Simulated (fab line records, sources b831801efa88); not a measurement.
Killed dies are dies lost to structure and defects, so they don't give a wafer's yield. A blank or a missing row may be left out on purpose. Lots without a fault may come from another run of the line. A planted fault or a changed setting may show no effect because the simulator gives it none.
One fault seen from 2 desks | flow gf180mcu | each desk has only its own numbers; what lay behind them comes last

THE METROLOGY DESK
What the gauges read, lot by lot, whatever tool the lot ran on: means of the sampled wafers that have a number. A lot is out of limits, marked OUT, if its mean lies more than 4 standard deviations from the usual mean; the brackets give that distance.
Columns: A = V4_W_THK at GF_V4_THK_MEAS_25, usual 360 nm; B = MIM_ALCU_RS at GF_MIM_RS_MEAS_10, usual 0.1610 ohm/sq; C = MIM_ALCU_THK at GF_MIM_THK_MEAS_11, usual 201.6 nm
lot  | first seen here | A   | B                 | C
L473 | day 25 03:09    | 358 | 0.1624            | 200.2
L475 | day 25 20:52    | 363 | 0.1635            | 198.0
L482 | day 28 09:23    | 362 | 0.1401 (-11) OUT  | 230.0 (+11) OUT
L485 | day 29 02:25    | 360 | 0.1424 (-9.8) OUT | 226.2 (+9.1) OUT
L487 | day 29 15:53    | 363 | 0.1632            | 198.7
L488 | day 29 22:42    | 363 | 0.1583            | 205.6
L490 | day 30 10:29    | 365 | 0.1578            | 206.5
L492 | day 30 22:22    | 365 | 0.1609            | 202.2
L493 | day 31 04:47    | 361 | 0.1622            | 199.6
L494 | day 31 14:35    | 361 | 0.1629            | 198.2
This desk's finding: out of limits on L482, L485; first on L482, day 28 10:11 (MIM_ALCU_RS at GF_MIM_RS_MEAS_10). In limits: L473, L475, L487, L488, L490, L492, L493, L494.

THE TOOL OWNER'S DESK: pvd_sputter-03
The tool's own readings at GF_MIM_SPUTTER_08 (material AlCu, target thk 200 nm, time 10.6 s): means of the sampled wafers that have a number, for each lot that ran on this tool. A lot is out of limits, marked OUT, if its mean lies more than 4 standard deviations from the usual mean; the brackets give that distance.
Columns: A = throttle_valve_pct at GF_MIM_SPUTTER_08, usual 30.2 %
lot  | first seen here | A
L473 | day 25 03:52    | 29.6
L475 | day 25 21:33    | 30.1
L482 | day 28 10:04    | 29.3
L485 | day 29 03:08    | 30.2
L493 | day 31 05:30    | 29.9
This desk's finding: nothing out of limits on any of the 5 lots.

PUT TOGETHER
The metrology desk could have raised an alarm at day 28 10:11, on L482, L485.
The tool owner's desk saw nothing out of limits.
The tool owner's desk has L482, L485 on record, within its limits.
Of the lots named, all ran GF_MIM_SPUTTER_08 on pvd_sputter-03.

WHAT THE SIMULATOR HAD PUT IN
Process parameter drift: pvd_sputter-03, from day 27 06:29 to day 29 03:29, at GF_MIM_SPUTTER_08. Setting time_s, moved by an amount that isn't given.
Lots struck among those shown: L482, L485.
Hours from the fault's start to each desk's first reading out of limits: the metrology desk, 28.
